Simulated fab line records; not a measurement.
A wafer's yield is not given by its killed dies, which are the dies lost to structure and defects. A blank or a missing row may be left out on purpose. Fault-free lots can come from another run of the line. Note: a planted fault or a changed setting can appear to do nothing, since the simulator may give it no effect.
fab line records :: flow gf180mcu
record
  lots=13
  wafers=39
  lastDay=34
route steps=602 shown M1@317 V1@338
lots that met no fault: from a run of the same line without faults
startH: the number of hours between the record's first day and the start of the first shown wafer of the lot :: waitH: how many hours have passed since the lot's step before this one :: " identical to the entry in the row above :: L1.1+2: a row that stands for several wafers :: - no value, or no start given :: * or withheld: withheld :: < > ~ a bound
route shown NAME@n: a module of which the file shows steps, and the number in the route of the first :: usual: average and standard deviation across the fault-free wafers :: same: alike in all rows :: chamber/n: place in a boat :: sites: per-site readings :: _std_site: their standard deviation :: _edge_site: mean of outer sites minus mean of inner sites :: radiusMm: for every site, how far away it sits from the centre of the wafer :: mask NAME#n: copy n :: behind: tool/chamber where the wafer was last shaped :: hold: what put the lot on hold/how long, in hours/how the hold closed :: device: the n, p or np transistor that did not switch :: end of line: tests of these same wafers at the route's end :: a step given without rows: its recipe and nothing more :: killed: dies lost to structure and defects at the first sort, not the wafer's yield :: map: shows each die of a wafer: x if killed, . if not, _ if none is there
set.NAME: the setting as run; set.NAME@STEP: as run at that earlier step :: model.NAME: the simulator's own value behind a step, which no gauge read
the route's steps for a sample of lots (tables are steps, rows are wafers)
services: from which hour (startH, from the record's first day; less than 0 if before it) a tool's chamber was out of use, for how many hours, and why
## steps
# step GF_M1_SPUTTER_02
# recipe
  material=AlCu
  targetThkNm=450
  powerW=10600
  timeS=23.9
  chamberPressurePa=0.4
# usual
  throttleValvePct=29.8/1.2
lot.wafer: L873.4
tool: pvdSputter-03
chamber: -
startH: 361.21
waitH: 0.0
throttleValvePct: 28.4

lot.wafer: L873.5
tool: pvdSputter-03
chamber: -
startH: 361.21
waitH: 0.0
throttleValvePct: 30.5

lot.wafer: L873.6
tool: pvdSputter-03
chamber: -
startH: 361.21
waitH: 0.0
throttleValvePct: 28.4

lot.wafer: L874.3
tool: pvdSputter-03
chamber: -
startH: 370.80
waitH: 0.0
throttleValvePct: 31.1

lot.wafer: L874.4
tool: pvdSputter-03
chamber: -
startH: 370.80
waitH: 0.0
throttleValvePct: 28.5

lot.wafer: L874.5
tool: pvdSputter-03
chamber: -
startH: 370.80
waitH: 0.0
throttleValvePct: 31.1

lot.wafer: L875.1
tool: pvdSputter-01
chamber: -
startH: 399.08
waitH: 0.0
throttleValvePct: 29.1

lot.wafer: L875.2
tool: pvdSputter-01
chamber: -
startH: 399.08
waitH: 0.0
throttleValvePct: 29.1

lot.wafer: L875.6
tool: pvdSputter-01
chamber: -
startH: 399.08
waitH: 0.0
throttleValvePct: 28.6

lot.wafer: L877.1
tool: pvdSputter-03
chamber: -
startH: 404.30
waitH: 0.0
throttleValvePct: 31.6

lot.wafer: L877.2
tool: pvdSputter-03
chamber: -
startH: 404.30
waitH: 0.0
throttleValvePct: 28.8

lot.wafer: L877.6
tool: pvdSputter-03
chamber: -
startH: 404.30
waitH: 0.0
throttleValvePct: 28.9

lot.wafer: L879.1
tool: pvdSputter-01
chamber: -
startH: 413.09
waitH: 0.0
throttleValvePct: 30.4

lot.wafer: L879.2
tool: pvdSputter-01
chamber: -
startH: 413.09
waitH: 0.0
throttleValvePct: 29.3

lot.wafer: L879.3
tool: pvdSputter-01
chamber: -
startH: 413.09
waitH: 0.0
throttleValvePct: 28.4

lot.wafer: L882.1
tool: pvdSputter-02
chamber: -
startH: 453.39
waitH: 0.0
throttleValvePct: 31.4

lot.wafer: L882.3
tool: pvdSputter-02
chamber: -
startH: 453.39
waitH: 0.0
throttleValvePct: 32.2

lot.wafer: L882.4
tool: pvdSputter-02
chamber: -
startH: 453.39
waitH: 0.0
throttleValvePct: 29.9

lot.wafer: L883.3
tool: pvdSputter-01
chamber: -
startH: 457.90
waitH: 0.0
throttleValvePct: 29.7

lot.wafer: L883.4
tool: pvdSputter-01
chamber: -
startH: 457.90
waitH: 0.0
throttleValvePct: 28.6

lot.wafer: L883.5
tool: pvdSputter-01
chamber: -
startH: 457.90
waitH: 0.0
throttleValvePct: 28.4

lot.wafer: L884.1
tool: pvdSputter-01
chamber: -
startH: 460.83
waitH: 0.0
throttleValvePct: 28.5

lot.wafer: L884.2
tool: pvdSputter-01
chamber: -
startH: 460.83
waitH: 0.0
throttleValvePct: 29.2

lot.wafer: L884.6
tool: pvdSputter-01
chamber: -
startH: 460.83
waitH: 0.0
throttleValvePct: 29.2

lot.wafer: L885.1
tool: pvdSputter-02
chamber: -
startH: 465.08
waitH: 0.0
throttleValvePct: 31.0

lot.wafer: L885.3
tool: pvdSputter-02
chamber: -
startH: 465.08
waitH: 0.0
throttleValvePct: 28.9

lot.wafer: L885.4
tool: pvdSputter-02
chamber: -
startH: 465.08
waitH: 0.0
throttleValvePct: 32.2

lot.wafer: L891.1
tool: pvdSputter-03
chamber: -
startH: 539.32
waitH: 0.0
throttleValvePct: 28.7

lot.wafer: L891.5
tool: pvdSputter-03
chamber: -
startH: 539.32
waitH: 0.0
throttleValvePct: 30.4

lot.wafer: L891.6
tool: pvdSputter-03
chamber: -
startH: 539.32
waitH: 0.0
throttleValvePct: 31.0

lot.wafer: L892.1
tool: pvdSputter-02
chamber: -
startH: 541.09
waitH: 0.0
throttleValvePct: 30.0

lot.wafer: L892.2
tool: pvdSputter-02
chamber: -
startH: 541.09
waitH: 0.0
throttleValvePct: 31.0

lot.wafer: L892.3
tool: pvdSputter-02
chamber: -
startH: 541.09
waitH: 0.0
throttleValvePct: 28.9

lot.wafer: L894.2
tool: pvdSputter-01
chamber: -
startH: 545.06
waitH: 0.0
throttleValvePct: 29.0

lot.wafer: L894.4
tool: pvdSputter-01
chamber: -
startH: 545.06
waitH: 0.0
throttleValvePct: 28.7

lot.wafer: L894.5
tool: pvdSputter-01
chamber: -
startH: 545.06
waitH: 0.0
throttleValvePct: 29.4

lot.wafer: L896.1
tool: pvdSputter-02
chamber: -
startH: 566.39
waitH: 0.0
throttleValvePct: 28.7

lot.wafer: L896.2
tool: pvdSputter-02
chamber: -
startH: 566.39
waitH: 0.0
throttleValvePct: 32.3

lot.wafer: L896.4
tool: pvdSputter-02
chamber: -
startH: 566.39
waitH: 0.0
throttleValvePct: 30.1
# step GF_M1_OVL_MEAS_15
# usual
  M1_OVL=-2/7.2
lot.wafer: L873.4
tool: overlay-01
chamber: -
startH: 383.89
waitH: 0.1
M1_OVL[nm]: -2

lot.wafer: L873.5
tool: overlay-01
chamber: -
startH: 383.89
waitH: 0.1
M1_OVL[nm]: -8

lot.wafer: L873.6
tool: overlay-01
chamber: -
startH: 383.89
waitH: 0.1
M1_OVL[nm]: -6

lot.wafer: L874.3
tool: overlay-02
chamber: -
startH: 394.49
waitH: 0.1
M1_OVL[nm]: -1

lot.wafer: L874.4
tool: overlay-02
chamber: -
startH: 394.49
waitH: 0.1
M1_OVL[nm]: -5

lot.wafer: L874.5
tool: overlay-02
chamber: -
startH: 394.49
waitH: 0.1
M1_OVL[nm]: -2

lot.wafer: L875.1
tool: overlay-01
chamber: -
startH: 422.17
waitH: 0.1
M1_OVL[nm]: -19

lot.wafer: L875.2
tool: overlay-01
chamber: -
startH: 422.17
waitH: 0.1
M1_OVL[nm]: 6

lot.wafer: L875.6
tool: overlay-01
chamber: -
startH: 422.17
waitH: 0.1
M1_OVL[nm]: 0

lot.wafer: L877.1
tool: overlay-02
chamber: -
startH: 428.08
waitH: 0.1
M1_OVL[nm]: -4

lot.wafer: L877.2
tool: overlay-02
chamber: -
startH: 428.08
waitH: 0.1
M1_OVL[nm]: -9

lot.wafer: L877.6
tool: overlay-02
chamber: -
startH: 428.08
waitH: 0.1
M1_OVL[nm]: -13

lot.wafer: L879.1
tool: overlay-01
chamber: -
startH: 437.48
waitH: 0.1
M1_OVL[nm]: 6

lot.wafer: L879.2
tool: overlay-01
chamber: -
startH: 437.48
waitH: 0.1
M1_OVL[nm]: 6

lot.wafer: L879.3
tool: overlay-01
chamber: -
startH: 437.48
waitH: 0.1
M1_OVL[nm]: 2

lot.wafer: L882.1
tool: overlay-01
chamber: -
startH: 477.88
waitH: 0.1
M1_OVL[nm]: -10

lot.wafer: L882.3
tool: overlay-01
chamber: -
startH: 477.88
waitH: 0.1
M1_OVL[nm]: -7

lot.wafer: L882.4
tool: overlay-01
chamber: -
startH: 477.88
waitH: 0.1
M1_OVL[nm]: -1

lot.wafer: L883.3
tool: overlay-02
chamber: -
startH: 483.03
waitH: 0.1
M1_OVL[nm]: -8

lot.wafer: L883.4
tool: overlay-02
chamber: -
startH: 483.03
waitH: 0.1
M1_OVL[nm]: 10

lot.wafer: L883.5
tool: overlay-02
chamber: -
startH: 483.03
waitH: 0.1
M1_OVL[nm]: -11

lot.wafer: L884.1
tool: overlay-01
chamber: -
startH: 484.72
waitH: 0.1
M1_OVL[nm]: 12

lot.wafer: L884.2
tool: overlay-01
chamber: -
startH: 484.72
waitH: 0.1
M1_OVL[nm]: -6

lot.wafer: L884.6
tool: overlay-01
chamber: -
startH: 484.72
waitH: 0.1
M1_OVL[nm]: -5

lot.wafer: L885.1
tool: overlay-02
chamber: -
startH: 489.53
waitH: 0.1
M1_OVL[nm]: -1

lot.wafer: L885.3
tool: overlay-02
chamber: -
startH: 489.53
waitH: 0.1
M1_OVL[nm]: 0

lot.wafer: L885.4
tool: overlay-02
chamber: -
startH: 489.53
waitH: 0.1
M1_OVL[nm]: 9

lot.wafer: L891.1
tool: overlay-02
chamber: -
startH: 557.53
waitH: 0.1
M1_OVL[nm]: -8

lot.wafer: L891.5
tool: overlay-02
chamber: -
startH: 557.53
waitH: 0.1
M1_OVL[nm]: 0

lot.wafer: L891.6
tool: overlay-02
chamber: -
startH: 557.53
waitH: 0.1
M1_OVL[nm]: 6

lot.wafer: L892.1
tool: overlay-01
chamber: -
startH: 561.46
waitH: 0.1
M1_OVL[nm]: -8

lot.wafer: L892.2
tool: overlay-01
chamber: -
startH: 561.46
waitH: 0.1
M1_OVL[nm]: -9

lot.wafer: L892.3
tool: overlay-01
chamber: -
startH: 561.46
waitH: 0.1
M1_OVL[nm]: -2

lot.wafer: L894.2
tool: overlay-02
chamber: -
startH: 566.82
waitH: 0.1
M1_OVL[nm]: 12

lot.wafer: L894.4
tool: overlay-02
chamber: -
startH: 566.82
waitH: 0.1
M1_OVL[nm]: 13

lot.wafer: L894.5
tool: overlay-02
chamber: -
startH: 566.82
waitH: 0.1
M1_OVL[nm]: 2

lot.wafer: L896.1
tool: overlay-01
chamber: -
startH: 588.67
waitH: 0.1
M1_OVL[nm]: 10

lot.wafer: L896.2
tool: overlay-01
chamber: -
startH: 588.67
waitH: 0.1
M1_OVL[nm]: 5

lot.wafer: L896.4
tool: overlay-01
chamber: -
startH: 588.67
waitH: 0.1
M1_OVL[nm]: -4
# step GF_M1_STRIP_17
# recipe
  chemistry=O2/N2
  powerW=1400
  pressureMtorr=1500
  platenTempC=250
  o2FlowSccm=3000
  n2FlowSccm=300
  overashFraction=0.5
# usual
  chamberPressureMTorr=1500.1/1.3
  drypumpMotorCurrentA=5.7/0.45
  heaterPowerW=354/55
  oesProductAu=0.536/0.0046
  stripTimeToEndpointS=7.37/0.04
# same
  overashFraction=0.5
lot.wafer: L873.4
tool: plasmaAsher-03
chamber: 1
startH: 384.07
waitH: 0.1
chamberPressureMTorr: 1502.3
drypumpMotorCurrentA: 5.8
heaterPowerW: 353
oesProductAu: 0.540
rfHoursCounterH: -
stripTimeToEndpointS: 7.38

lot.wafer: L873.5
tool: plasmaAsher-03
chamber: 1
startH: 384.07
waitH: 0.1
chamberPressureMTorr: 1501.1
drypumpMotorCurrentA: 5.8
heaterPowerW: 346
oesProductAu: 0.536
rfHoursCounterH: -
stripTimeToEndpointS: 7.35

lot.wafer: L873.6
tool: plasmaAsher-03
chamber: 0
startH: 384.07
waitH: 0.1
chamberPressureMTorr: 1499.8
drypumpMotorCurrentA: 5.4
heaterPowerW: 295
oesProductAu: 0.541
rfHoursCounterH: -
stripTimeToEndpointS: 7.34

lot.wafer: L874.3
tool: plasmaAsher-04
chamber: 0
startH: 394.68
waitH: 0.1
chamberPressureMTorr: 1497.4
drypumpMotorCurrentA: 5.2
heaterPowerW: 400
oesProductAu: 0.538
rfHoursCounterH: -
stripTimeToEndpointS: 7.36

lot.wafer: L874.4
tool: plasmaAsher-04
chamber: 1
startH: 394.68
waitH: 0.1
chamberPressureMTorr: 1498.6
drypumpMotorCurrentA: 5.8
heaterPowerW: 256
oesProductAu: 0.542
rfHoursCounterH: -
stripTimeToEndpointS: 7.43

lot.wafer: L874.5
tool: plasmaAsher-04
chamber: 0
startH: 394.68
waitH: 0.1
chamberPressureMTorr: 1499.9
drypumpMotorCurrentA: 5.1
heaterPowerW: 409
oesProductAu: 0.533
rfHoursCounterH: -
stripTimeToEndpointS: 7.37

lot.wafer: L875.1
tool: plasmaAsher-02
chamber: 1
startH: 422.33
waitH: 0.1
chamberPressureMTorr: 1501.3
drypumpMotorCurrentA: 5.4
heaterPowerW: 361
oesProductAu: 0.542
rfHoursCounterH: 32
stripTimeToEndpointS: 7.36

lot.wafer: L875.2
tool: plasmaAsher-02
chamber: 0
startH: 422.33
waitH: 0.1
chamberPressureMTorr: 1498.8
drypumpMotorCurrentA: 6.5
heaterPowerW: 411
oesProductAu: 0.546
rfHoursCounterH: 32
stripTimeToEndpointS: 7.32

lot.wafer: L875.6
tool: plasmaAsher-02
chamber: 0
startH: 422.33
waitH: 0.1
chamberPressureMTorr: 1501.3
drypumpMotorCurrentA: 6.5
heaterPowerW: 410
oesProductAu: 0.538
rfHoursCounterH: -
stripTimeToEndpointS: 7.33

lot.wafer: L877.1
tool: plasmaAsher-03
chamber: 0
startH: 428.24
waitH: 0.1
chamberPressureMTorr: 1502.2
drypumpMotorCurrentA: 5.4
heaterPowerW: 294
oesProductAu: 0.540
rfHoursCounterH: 65
stripTimeToEndpointS: 7.43

lot.wafer: L877.2
tool: plasmaAsher-03
chamber: 1
startH: 428.24
waitH: 0.1
chamberPressureMTorr: 1500.3
drypumpMotorCurrentA: 5.8
heaterPowerW: 349
oesProductAu: 0.544
rfHoursCounterH: 65
stripTimeToEndpointS: 7.38

lot.wafer: L877.6
tool: plasmaAsher-03
chamber: 1
startH: 428.24
waitH: 0.1
chamberPressureMTorr: 1498.6
drypumpMotorCurrentA: 5.8
heaterPowerW: 351
oesProductAu: 0.533
rfHoursCounterH: -
stripTimeToEndpointS: 7.40

lot.wafer: L879.1
tool: plasmaAsher-04
chamber: 1
startH: 437.64
waitH: 0.1
chamberPressureMTorr: 1501.2
drypumpMotorCurrentA: 5.8
heaterPowerW: 269
oesProductAu: 0.534
rfHoursCounterH: 1
stripTimeToEndpointS: 7.40

lot.wafer: L879.2
tool: plasmaAsher-04
chamber: 0
startH: 437.64
waitH: 0.1
chamberPressureMTorr: 1500.7
drypumpMotorCurrentA: 5.1
heaterPowerW: 396
oesProductAu: 0.545
rfHoursCounterH: 1
stripTimeToEndpointS: 7.39

lot.wafer: L879.3
tool: plasmaAsher-04
chamber: 1
startH: 437.64
waitH: 0.1
chamberPressureMTorr: 1500.4
drypumpMotorCurrentA: 5.8
heaterPowerW: 270
oesProductAu: 0.535
rfHoursCounterH: -
stripTimeToEndpointS: 7.38

lot.wafer: L882.1
tool: plasmaAsher-04
chamber: 0
startH: 478.04
waitH: 0.1
chamberPressureMTorr: 1501.7
drypumpMotorCurrentA: 5.2
heaterPowerW: 398
oesProductAu: 0.543
rfHoursCounterH: 4
stripTimeToEndpointS: 7.37

lot.wafer: L882.3
tool: plasmaAsher-04
chamber: 0
startH: 478.04
waitH: 0.1
chamberPressureMTorr: 1498.0
drypumpMotorCurrentA: 5.2
heaterPowerW: 398
oesProductAu: 0.533
rfHoursCounterH: -
stripTimeToEndpointS: 7.40

lot.wafer: L882.4
tool: plasmaAsher-04
chamber: 1
startH: 478.04
waitH: 0.1
chamberPressureMTorr: 1501.7
drypumpMotorCurrentA: 5.8
heaterPowerW: 271
oesProductAu: 0.532
rfHoursCounterH: -
stripTimeToEndpointS: 7.40

lot.wafer: L883.3
tool: plasmaAsher-04
chamber: 0
startH: 483.22
waitH: 0.1
chamberPressureMTorr: 1501.8
drypumpMotorCurrentA: 5.1
heaterPowerW: 389
oesProductAu: 0.541
rfHoursCounterH: -
stripTimeToEndpointS: 7.12

lot.wafer: L883.4
tool: plasmaAsher-04
chamber: 1
startH: 483.22
waitH: 0.1
chamberPressureMTorr: 1500.6
drypumpMotorCurrentA: 5.8
heaterPowerW: 269
oesProductAu: 0.526
rfHoursCounterH: -
stripTimeToEndpointS: 7.08

lot.wafer: L883.5
tool: plasmaAsher-04
chamber: 1
startH: 483.22
waitH: 0.1
chamberPressureMTorr: 1499.6
drypumpMotorCurrentA: 5.8
heaterPowerW: 274
oesProductAu: 0.537
rfHoursCounterH: -
stripTimeToEndpointS: 7.11

lot.wafer: L884.1
tool: plasmaAsher-04
chamber: 1
startH: 484.88
waitH: 0.1
chamberPressureMTorr: 1501.5
drypumpMotorCurrentA: 5.8
heaterPowerW: 270
oesProductAu: 0.532
rfHoursCounterH: 5
stripTimeToEndpointS: 7.04

lot.wafer: L884.2
tool: plasmaAsher-04
chamber: 0
startH: 484.88
waitH: 0.1
chamberPressureMTorr: 1501.6
drypumpMotorCurrentA: 5.1
heaterPowerW: 382
oesProductAu: 0.537
rfHoursCounterH: 5
stripTimeToEndpointS: 7.07

lot.wafer: L884.6
tool: plasmaAsher-04
chamber: 1
startH: 484.88
waitH: 0.1
chamberPressureMTorr: 1499.4
drypumpMotorCurrentA: 5.8
heaterPowerW: 271
oesProductAu: 0.528
rfHoursCounterH: -
stripTimeToEndpointS: 7.02

lot.wafer: L885.1
tool: plasmaAsher-04
chamber: 0
startH: 489.69
waitH: 0.1
chamberPressureMTorr: 1500.6
drypumpMotorCurrentA: 5.2
heaterPowerW: 400
oesProductAu: 0.537
rfHoursCounterH: 6
stripTimeToEndpointS: 7.16

lot.wafer: L885.3
tool: plasmaAsher-04
chamber: 1
startH: 489.69
waitH: 0.1
chamberPressureMTorr: 1501.3
drypumpMotorCurrentA: 5.8
heaterPowerW: 274
oesProductAu: 0.535
rfHoursCounterH: -
stripTimeToEndpointS: 7.14

lot.wafer: L885.4
tool: plasmaAsher-04
chamber: 0
startH: 489.69
waitH: 0.1
chamberPressureMTorr: 1499.2
drypumpMotorCurrentA: 5.1
heaterPowerW: 408
oesProductAu: 0.541
rfHoursCounterH: -
stripTimeToEndpointS: 7.17

lot.wafer: L891.1
tool: plasmaAsher-02
chamber: 1
startH: 557.69
waitH: 0.1
chamberPressureMTorr: 1501.3
drypumpMotorCurrentA: 5.4
heaterPowerW: 368
oesProductAu: 0.537
rfHoursCounterH: 47
stripTimeToEndpointS: 7.39

lot.wafer: L891.5
tool: plasmaAsher-02
chamber: 1
startH: 557.69
waitH: 0.1
chamberPressureMTorr: 1503.2
drypumpMotorCurrentA: 5.4
heaterPowerW: 370
oesProductAu: 0.539
rfHoursCounterH: -
stripTimeToEndpointS: 7.40

lot.wafer: L891.6
tool: plasmaAsher-02
chamber: 0
startH: 557.69
waitH: 0.1
chamberPressureMTorr: 1500.1
drypumpMotorCurrentA: 6.4
heaterPowerW: 417
oesProductAu: 0.536
rfHoursCounterH: -
stripTimeToEndpointS: 7.40

lot.wafer: L892.1
tool: plasmaAsher-02
chamber: 1
startH: 561.62
waitH: 0.1
chamberPressureMTorr: 1498.1
drypumpMotorCurrentA: 5.4
heaterPowerW: 370
oesProductAu: 0.536
rfHoursCounterH: 48
stripTimeToEndpointS: 7.43

lot.wafer: L892.2
tool: plasmaAsher-02
chamber: 0
startH: 561.62
waitH: 0.1
chamberPressureMTorr: 1500.1
drypumpMotorCurrentA: 6.4
heaterPowerW: 415
oesProductAu: 0.533
rfHoursCounterH: 48
stripTimeToEndpointS: 7.40

lot.wafer: L892.3
tool: plasmaAsher-02
chamber: 0
startH: 561.62
waitH: 0.1
chamberPressureMTorr: 1500.9
drypumpMotorCurrentA: 6.4
heaterPowerW: 421
oesProductAu: 0.541
rfHoursCounterH: -
stripTimeToEndpointS: 7.43

lot.wafer: L894.2
tool: plasmaAsher-02
chamber: 0
startH: 566.98
waitH: 0.1
chamberPressureMTorr: 1500.0
drypumpMotorCurrentA: 6.4
heaterPowerW: 405
oesProductAu: 0.533
rfHoursCounterH: 49
stripTimeToEndpointS: 7.33

lot.wafer: L894.4
tool: plasmaAsher-02
chamber: 1
startH: 566.98
waitH: 0.1
chamberPressureMTorr: 1499.8
drypumpMotorCurrentA: 5.4
heaterPowerW: 362
oesProductAu: 0.538
rfHoursCounterH: -
stripTimeToEndpointS: 7.34

lot.wafer: L894.5
tool: plasmaAsher-02
chamber: 0
startH: 566.98
waitH: 0.1
chamberPressureMTorr: 1498.9
drypumpMotorCurrentA: 6.4
heaterPowerW: 422
oesProductAu: 0.536
rfHoursCounterH: -
stripTimeToEndpointS: 7.25

lot.wafer: L896.1
tool: plasmaAsher-02
chamber: 1
startH: 588.83
waitH: 0.1
chamberPressureMTorr: 1499.7
drypumpMotorCurrentA: 5.4
heaterPowerW: 370
oesProductAu: 0.531
rfHoursCounterH: 53
stripTimeToEndpointS: 7.31

lot.wafer: L896.2
tool: plasmaAsher-02
chamber: 0
startH: 588.83
waitH: 0.1
chamberPressureMTorr: 1497.8
drypumpMotorCurrentA: 6.4
heaterPowerW: 423
oesProductAu: 0.537
rfHoursCounterH: 53
stripTimeToEndpointS: 7.40

lot.wafer: L896.4
tool: plasmaAsher-02
chamber: 0
startH: 588.83
waitH: 0.1
chamberPressureMTorr: 1500.3
drypumpMotorCurrentA: 6.5
heaterPowerW: 410
oesProductAu: 0.535
rfHoursCounterH: -
stripTimeToEndpointS: 7.33
# step GF_V1_THK_MEAS_03
# recipe
  reads=SiO2_of_V1_CVD_02
# usual
  V1_CVD_02_THK=846/10
lot.wafer: L873.4
tool: filmMetro-02
chamber: -
startH: 384.80
waitH: 0.0
V1_CVD_02_THK[nm]: 849

lot.wafer: L873.5
tool: filmMetro-02
chamber: -
startH: 384.80
waitH: 0.0
V1_CVD_02_THK[nm]: 848

lot.wafer: L873.6
tool: filmMetro-02
chamber: -
startH: 384.80
waitH: 0.0
V1_CVD_02_THK[nm]: 840

lot.wafer: L874.3
tool: filmMetro-01
chamber: -
startH: 395.43
waitH: 0.1
V1_CVD_02_THK[nm]: 854

lot.wafer: L874.4
tool: filmMetro-01
chamber: -
startH: 395.43
waitH: 0.1
V1_CVD_02_THK[nm]: 871

lot.wafer: L874.5
tool: filmMetro-01
chamber: -
startH: 395.43
waitH: 0.1
V1_CVD_02_THK[nm]: 866

lot.wafer: L875.1
tool: filmMetro-02
chamber: -
startH: 423.11
waitH: 0.0
V1_CVD_02_THK[nm]: 847

lot.wafer: L875.2
tool: filmMetro-02
chamber: -
startH: 423.11
waitH: 0.0
V1_CVD_02_THK[nm]: 843

lot.wafer: L875.6
tool: filmMetro-02
chamber: -
startH: 423.11
waitH: 0.0
V1_CVD_02_THK[nm]: 847

lot.wafer: L877.1
tool: filmMetro-02
chamber: -
startH: 428.99
waitH: 0.0
V1_CVD_02_THK[nm]: 845

lot.wafer: L877.2
tool: filmMetro-02
chamber: -
startH: 428.99
waitH: 0.0
V1_CVD_02_THK[nm]: 835

lot.wafer: L877.6
tool: filmMetro-02
chamber: -
startH: 428.99
waitH: 0.0
V1_CVD_02_THK[nm]: 859

lot.wafer: L879.1
tool: filmMetro-01
chamber: -
startH: 438.43
waitH: 0.0
V1_CVD_02_THK[nm]: 837

lot.wafer: L879.2
tool: filmMetro-01
chamber: -
startH: 438.43
waitH: 0.0
V1_CVD_02_THK[nm]: 843

lot.wafer: L879.3
tool: filmMetro-01
chamber: -
startH: 438.43
waitH: 0.0
V1_CVD_02_THK[nm]: 837

lot.wafer: L882.1
tool: filmMetro-02
chamber: -
startH: 478.81
waitH: 0.0
V1_CVD_02_THK[nm]: 838

lot.wafer: L882.3
tool: filmMetro-02
chamber: -
startH: 478.81
waitH: 0.0
V1_CVD_02_THK[nm]: 841

lot.wafer: L882.4
tool: filmMetro-02
chamber: -
startH: 478.81
waitH: 0.0
V1_CVD_02_THK[nm]: 854

lot.wafer: L883.3
tool: filmMetro-04
chamber: -
startH: 483.97
waitH: 0.1
V1_CVD_02_THK[nm]: 836

lot.wafer: L883.4
tool: filmMetro-04
chamber: -
startH: 483.97
waitH: 0.1
V1_CVD_02_THK[nm]: 856

lot.wafer: L883.5
tool: filmMetro-04
chamber: -
startH: 483.97
waitH: 0.1
V1_CVD_02_THK[nm]: 854

lot.wafer: L884.1
tool: filmMetro-02
chamber: -
startH: 485.62
waitH: 0.0
V1_CVD_02_THK[nm]: 852

lot.wafer: L884.2
tool: filmMetro-02
chamber: -
startH: 485.62
waitH: 0.0
V1_CVD_02_THK[nm]: 855

lot.wafer: L884.6
tool: filmMetro-02
chamber: -
startH: 485.62
waitH: 0.0
V1_CVD_02_THK[nm]: 862

lot.wafer: L885.1
tool: filmMetro-02
chamber: -
startH: 490.43
waitH: 0.0
V1_CVD_02_THK[nm]: 841

lot.wafer: L885.3
tool: filmMetro-02
chamber: -
startH: 490.43
waitH: 0.0
V1_CVD_02_THK[nm]: 846

lot.wafer: L885.4
tool: filmMetro-02
chamber: -
startH: 490.43
waitH: 0.0
V1_CVD_02_THK[nm]: 860

lot.wafer: L891.1
tool: filmMetro-04
chamber: -
startH: 558.77
waitH: 0.0
V1_CVD_02_THK[nm]: 839

lot.wafer: L891.5
tool: filmMetro-04
chamber: -
startH: 558.77
waitH: 0.0
V1_CVD_02_THK[nm]: 858

lot.wafer: L891.6
tool: filmMetro-04
chamber: -
startH: 558.77
waitH: 0.0
V1_CVD_02_THK[nm]: 858

lot.wafer: L892.1
tool: filmMetro-04
chamber: -
startH: 562.70
waitH: 0.0
V1_CVD_02_THK[nm]: 832

lot.wafer: L892.2
tool: filmMetro-04
chamber: -
startH: 562.70
waitH: 0.0
V1_CVD_02_THK[nm]: 831

lot.wafer: L892.3
tool: filmMetro-04
chamber: -
startH: 562.70
waitH: 0.0
V1_CVD_02_THK[nm]: 828

lot.wafer: L894.2
tool: filmMetro-01
chamber: -
startH: 568.07
waitH: 0.0
V1_CVD_02_THK[nm]: 832

lot.wafer: L894.4
tool: filmMetro-01
chamber: -
startH: 568.07
waitH: 0.0
V1_CVD_02_THK[nm]: 839

lot.wafer: L894.5
tool: filmMetro-01
chamber: -
startH: 568.07
waitH: 0.0
V1_CVD_02_THK[nm]: 842

lot.wafer: L896.1
tool: filmMetro-02
chamber: -
startH: 589.57
waitH: 0.0
V1_CVD_02_THK[nm]: 835

lot.wafer: L896.2
tool: filmMetro-02
chamber: -
startH: 589.57
waitH: 0.0
V1_CVD_02_THK[nm]: 842

lot.wafer: L896.4
tool: filmMetro-02
chamber: -
startH: 589.57
waitH: 0.0
V1_CVD_02_THK[nm]: 847
## services
tool: pvdSputter-01
chamber: -
startH: 337.88
hours: 2.5
kind: repair

tool: plasmaAsher-03
chamber: -
startH: 361.89
hours: 15.6
kind: pm

tool: plasmaAsher-02
chamber: -
startH: 402.05
hours: 3.9
kind: repair

tool: plasmaAsher-04
chamber: -
startH: 421.25
hours: 9.0
kind: pm

tool: plasmaAsher-04
chamber: 0
startH: 421.25
hours: 9.0
kind: ventCycle

tool: plasmaAsher-04
chamber: 1
startH: 421.25
hours: 9.0
kind: ventCycle

tool: pvdSputter-02
chamber: -
startH: 429.28
hours: 6.2
kind: repair

tool: plasmaAsher-04
chamber: 0
startH: 430.25
hours: -
kind: clean

tool: plasmaAsher-04
chamber: 1
startH: 430.25
hours: -
kind: clean

tool: plasmaAsher-02
chamber: -
startH: 451.09
hours: 2.6
kind: repair

tool: pvdSputter-02
chamber: -
startH: 455.66
hours: 4.7
kind: repair

tool: plasmaAsher-02
chamber: -
startH: 529.04
hours: 2.2
kind: repair

tool: pvdSputter-03
chamber: -
startH: 537.34
hours: 0.5
kind: repair

tool: plasmaAsher-03
chamber: -
startH: 548.91
hours: 4.3
kind: pm

tool: plasmaAsher-04
chamber: -
startH: 550.93
hours: 14.6
kind: pm

tool: plasmaAsher-04
chamber: -
startH: 579.02
hours: 15.6
kind: pm

tool: plasmaAsher-03
chamber: -
startH: 581.57
hours: 5.9
kind: repair
## key
firstSign
  step=GF_M1_STRIP_17
  reading=stripTimeToEndpointS
  direction=down
  sigmas=6.5
  usual=*
  struck=*
effect none on later readings
metAt GF_M1_STRIP_17
struckLots L883,L884,L885
notActingAt GF_M1_SPUTTER_02,GF_M1_OVL_MEAS_15,GF_V1_THK_MEAS_03
onsetBetween 478.04 483.22
fault
  kind=processParameterDrift
  tool=plasmaAsher-04
  chamber=-
  onsetH=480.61
  steps=GF_M1_STRIP_17
  channel=powerW
  offset=61.652
  shape=step
  endH=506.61
  actsIn=theseRecipesOnly
  stated=1400
